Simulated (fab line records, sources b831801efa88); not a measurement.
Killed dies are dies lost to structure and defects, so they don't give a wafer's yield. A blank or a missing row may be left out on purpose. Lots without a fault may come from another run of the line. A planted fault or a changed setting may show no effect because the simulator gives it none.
A struck lot beside a sound one | flow sky130 | 43 steps out of a route of 708
Sound: wafers L202.1, L202.5, L202.6. Struck: wafers L215.1, L215.6. (L215.2 of the same lot was not struck and is left out.) The cause comes at the end.
At each step with rows: each side's tool, then ch and its chambers, then its first start. Under that, the readings that differ: sound wafers | struck wafers | difference of the means | sigmas: that difference in standard deviations of wafers without a fault.
alike: readings whose means differ by less than 2 such deviations, and words and numbers that are the same on both sides. not compared: withheld readings, readings that some wafer has no value for, bounds like >300 that may hide the same value, and numbers for which the record gives no deviation and whose values overlap.
The two part at a step that has a row with sigmas, a row that says differs or no value, or rows on one side only. Numbers that don't overlap but have no deviation are shown without sigmas and don't part them. A reading that every wafer of one side lacks parts them only if that side has two wafers or more.

SKY_LI_CONTACT_BOW_MEAS_03:
  sound on film_metro-02, day 29 07:52; struck on film_metro-04, day 34 00:55
  alike: LI_CONTACT_BOW
then, 8 steps without rows for these wafers: SKY_LI_CONTACT_DEHYDRATE_04 (time 60 s); SKY_LI_CONTACT_HMDS_05 (prime time 60 s); SKY_LI_CONTACT_COAT_06 (resist thk 60 nm); SKY_LI_CONTACT_COAT_07 (resist thk 450 nm); SKY_LI_CONTACT_SOFTBAKE_08 (time 90 s); SKY_LI_CONTACT_EXPOSE_09 (exposes mask LICM1, target cd 170 nm); SKY_LI_CONTACT_PEB_10; SKY_LI_CONTACT_DEVELOP_11 (develop time 60 s).
SKY_LI_CONTACT_CD_MEAS_12: target cd 170 nm.
  sound on cd_sem-02, day 30 12:32; struck on cd_sem-01, day 35 04:56
  alike: cd_nm
SKY_LI_CONTACT_OVL_MEAS_13:
  sound on overlay-01, day 30 12:39; struck on overlay-02, day 35 05:04
  reading             | sound       | struck | difference | sigmas
  LI_CONTACT_OVL (nm) | -11 -22 -11 | -3 1   | +14        | +2
SKY_LI_CONTACT_ETCH_14: etches BARC in N2/H2, stops on SiO2, time 45.9 s, target depth 60 nm.
  sound on rie_diel-02 ch 0,3, day 30 12:41; struck on rie_diel-01 ch 1, day 35 05:05
  alike: drypump_motor_current_A, oes_product_au, throttle_valve_pct
  not compared: rf_hours_counter_h
SKY_LI_CONTACT_ETCH_15: etches PSG in C4F8/O2/Ar, stops on Si, target depth 600 nm.
  sound on rie_diel-02 ch 0,3, day 30 12:44; struck on rie_diel-01 ch 1, day 35 05:08
  alike: oes_product_au
then, 5 steps without rows for these wafers: SKY_LI_CONTACT_STRIP_16 (strips in O2/N2); SKY_LI_CONTACT_CLEAN_17 (cleans in NMP, time 600 s); SKY_LI_CONTACT_PRE_CLEAN_18 (time 5.6 s); SKY_LI_CONTACT_SPUTTER_19 (material Ti, target thk 20 nm, time 106.37 s); SKY_LI_CONTACT_SPUTTER_20 (material TiN, target thk 20 nm, time 80 s).
SKY_LI_CONTACT_CVD_21: deposits W, target thk 400 nm, time 120.56 s.
  sound on cvd_w-01 ch 0,1, day 30 13:16; struck on cvd_w-01 ch 0, day 35 05:50
  alike: heater_power_w
SKY_LI_CONTACT_RS_MEAS_22: measures by four-point-probe.
  sound on film_metro-04, day 30 13:23; struck on film_metro-02, day 35 05:58
  alike: LI_CONTACT_W_RS
SKY_LI_CONTACT_THK_MEAS_23: measures by xrf.
  sound on film_metro-04, day 30 13:31; struck on film_metro-02, day 35 06:05
  alike: LI_CONTACT_W_THK
then, 2 steps without rows for these wafers: SKY_LI_CONTACT_CMP_24 (polishes, stops on PSG, t overpolish 20 s, target thk 0 nm); SKY_LOCAL_INTERCONNECT_SPUTTER_00 (material TiN, target thk 100 nm, time 83.3 s).
SKY_LOCAL_INTERCONNECT_RS_MEAS_01: measures by four-point-probe.
  sound on film_metro-03, day 30 14:10; struck on film_metro-01, day 35 06:31
  alike: LOCAL_INTERCONNECT_TIN_RS
SKY_LOCAL_INTERCONNECT_THK_MEAS_02: measures by xrf.
  sound on film_metro-03, day 30 14:17; struck on film_metro-01, day 35 06:38
  alike: LOCAL_INTERCONNECT_TIN_THK
then, 8 steps without rows for these wafers: SKY_LOCAL_INTERCONNECT_DEHYDRATE_03 (time 60 s); SKY_LOCAL_INTERCONNECT_HMDS_04 (prime time 60 s); SKY_LOCAL_INTERCONNECT_COAT_05 (resist thk 60 nm); SKY_LOCAL_INTERCONNECT_COAT_06 (resist thk 450 nm); SKY_LOCAL_INTERCONNECT_SOFTBAKE_07 (time 90 s); SKY_LOCAL_INTERCONNECT_EXPOSE_08 (exposes mask LI1M, target cd 170 nm); SKY_LOCAL_INTERCONNECT_PEB_09; SKY_LOCAL_INTERCONNECT_DEVELOP_10 (develop time 60 s).
SKY_LOCAL_INTERCONNECT_CD_MEAS_11: target cd 170 nm.
  sound on cd_sem-01, day 31 18:29; struck on cd_sem-02, day 36 08:59
  alike: cd_nm
SKY_LOCAL_INTERCONNECT_OVL_MEAS_12:
  sound on overlay-02, day 31 18:36; struck on overlay-01, day 36 09:07
  alike: LOCAL_INTERCONNECT_OVL
SKY_LOCAL_INTERCONNECT_ETCH_13: etches BARC in N2/H2, stops on SiO2, time 45.9 s, target depth 60 nm.
  sound on rie_metal-03 ch 0,1, day 31 18:38; struck on rie_metal-02 ch 0, day 36 09:08
  alike: drypump_motor_current_A, oes_product_au, throttle_valve_pct
  not compared: rf_hours_counter_h
SKY_LOCAL_INTERCONNECT_METAL_ETCH_14: etches TiN in Cl2/BCl3, stops on PSG, target depth 110 nm, time 31.4 s.
  sound on rie_metal-03 ch 0,1, day 31 18:42; struck on rie_metal-02 ch 0, day 36 09:12
  alike: drypump_motor_current_A, oes_product_au, throttle_valve_pct
  not compared: rf_hours_counter_h
then, 4 steps without rows for these wafers: SKY_LOCAL_INTERCONNECT_STRIP_15 (strips in O2/N2); SKY_LOCAL_INTERCONNECT_STRIP_16 (strips in post etch residue remover, time 1200 s); SKY_LOCAL_INTERCONNECT_CLEAN_17 (cleans in IPA, time 180 s); SKY_LOCAL_INTERCONNECT_CLEAN_18 (cleans in O3/DIW).
SKY_CONTACT_CVD_00: deposits Si3N4, target thk 75 nm.
  sound on pecvd-02 ch 0,1,2, day 31 19:25; struck on pecvd-01 ch 1, day 36 09:53
  alike: heater_power_w
-- the record jumps here: 14 days lie between the struck wafers' starts before and after (it left off in module CONTACT and takes up again in module PAD_OPEN, whose first step shown is number 708 of the route) --
SKY_PAD_OPEN_PROBE_99:
  the record has rows for the struck wafers here (prober-01, day 50 02:40) and none for the sound ones

WHERE THEY PART
First at SKY_LI_CONTACT_OVL_MEAS_13; last, within this record, at SKY_PAD_OPEN_PROBE_99.

WHY: what the simulator had put in
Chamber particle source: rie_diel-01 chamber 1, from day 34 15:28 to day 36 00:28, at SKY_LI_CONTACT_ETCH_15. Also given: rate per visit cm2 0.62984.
